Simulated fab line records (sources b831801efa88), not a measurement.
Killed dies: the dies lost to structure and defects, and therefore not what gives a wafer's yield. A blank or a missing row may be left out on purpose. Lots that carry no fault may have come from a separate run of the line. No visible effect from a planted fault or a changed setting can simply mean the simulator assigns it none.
Which tool did it? || flow gf180mcu || Sampling: 12 lots, 36 wafers, 3 of 602 route steps

WHAT THE GAUGES READ, wafer by wafer
GF_V4_THK_MEAS_01.
{"lot": "L075", "measured": "day 26 01:25", "on": "film-metro-03", "V4_CVD_00_THK (nm)": "604 601 596"}
{"lot": "L077", "measured": "day 26 16:02", "on": "film-metro-04", "V4_CVD_00_THK (nm)": "603 599 603"}
{"lot": "L079", "measured": "day 27 07:52", "on": "film-metro-04", "V4_CVD_00_THK (nm)": "602 606 597"}
{"lot": "L081", "measured": "day 27 18:53", "on": "film-metro-03", "V4_CVD_00_THK (nm)": "604 613 600"}
{"lot": "L083", "measured": "day 28 12:13", "on": "film-metro-02", "V4_CVD_00_THK (nm)": "599 590 604"}
{"lot": "L085", "measured": "day 29 04:04", "on": "film-metro-02", "V4_CVD_00_THK (nm)": "590 594 588"}
{"lot": "L087", "measured": "day 29 14:03", "on": "film-metro-04", "V4_CVD_00_THK (nm)": "591 587 592"}
{"lot": "L089", "measured": "day 30 03:02", "on": "film-metro-03", "V4_CVD_00_THK (nm)": "600 612 601"}
{"lot": "L091", "measured": "day 30 18:46", "on": "film-metro-03", "V4_CVD_00_THK (nm)": "592 600 598"}
{"lot": "L093", "measured": "day 31 04:05", "on": "film-metro-02", "V4_CVD_00_THK (nm)": "596 597 593"}
{"lot": "L095", "measured": "day 31 15:41", "on": "film-metro-02", "V4_CVD_00_THK (nm)": "592 601 585"}
{"lot": "L097", "measured": "day 32 03:20", "on": "film-metro-02", "V4_CVD_00_THK (nm)": "600 606 600"}

TOOL THAT RAN EACH LOT (tool first, then ch and the chambers of the sampled wafers, then the start)
{"lot": "L075", "GF_V1_CVD_23": "cvd-w-02 ch 0,1, day 20 17:43", "GF_M4_SPUTTER_01": "pvd-sputter-04, day 25 02:25"}
{"lot": "L077", "GF_V1_CVD_23": "cvd-w-02 ch 0, day 21 11:14", "GF_M4_SPUTTER_01": "pvd-sputter-03, day 25 17:04"}
{"lot": "L079", "GF_V1_CVD_23": "cvd-w-01 ch 0,1, day 22 03:52", "GF_M4_SPUTTER_01": "pvd-sputter-04, day 26 08:39"}
{"lot": "L081", "GF_V1_CVD_23": "cvd-w-01 ch 1, day 22 15:44", "GF_M4_SPUTTER_01": "pvd-sputter-04, day 26 19:11"}
{"lot": "L083", "GF_V1_CVD_23": "cvd-w-01 ch 0,1, day 23 12:42", "GF_M4_SPUTTER_01": "pvd-sputter-02, day 27 14:20"}
{"lot": "L085", "GF_V1_CVD_23": "cvd-w-01 ch 0,1, day 24 03:59", "GF_M4_SPUTTER_01": "pvd-sputter-03, day 28 05:51"}
{"lot": "L087", "GF_V1_CVD_23": "cvd-w-02 ch 0,1, day 24 17:55", "GF_M4_SPUTTER_01": "pvd-sputter-03, day 28 16:04"}
{"lot": "L089", "GF_V1_CVD_23": "cvd-w-01 ch 0, day 25 09:47", "GF_M4_SPUTTER_01": "pvd-sputter-04, day 29 06:10"}
{"lot": "L091", "GF_V1_CVD_23": "cvd-w-01 ch 0,1, day 26 02:40", "GF_M4_SPUTTER_01": "pvd-sputter-04, day 29 21:55"}
{"lot": "L093", "GF_V1_CVD_23": "cvd-w-02 ch 0,1, day 26 11:10", "GF_M4_SPUTTER_01": "pvd-sputter-04, day 30 07:21"}
{"lot": "L095", "GF_V1_CVD_23": "cvd-w-01 ch 0,1, day 27 01:20", "GF_M4_SPUTTER_01": "pvd-sputter-04, day 30 19:45"}
{"lot": "L097", "GF_V1_CVD_23": "cvd-w-01 ch 0,1, day 27 15:19", "GF_M4_SPUTTER_01": "pvd-sputter-02, day 31 07:24"}
- GF_V1_CVD_23: deposits W, target thk 350 nm, time 105.05 s.
- GF_M4_SPUTTER_01: material TiN, target thk 30 nm, time 25 s.

THE ANSWER, worked out from the rows above alone
Rule: the lots themselves supply what counts as usual. The widest of any qualifying gaps counts: lots, ordered by their means at a reading, are off when they make up no more than a third of the lots, leave a main group of 4 or more, and stand apart from it by 3 or more times the standard deviation of that group's means. The tables above print the reading to a certain number of digits; a main group whose means all agree to those digits is not used. A lot without any number at a reading at which 4 lots or more have one is off too. Where the step has rows for the other lots, those lots are counted as sound.
No lot is off at any reading shown: from this, nothing can be told.

WHAT THE SIMULATOR PUT IN
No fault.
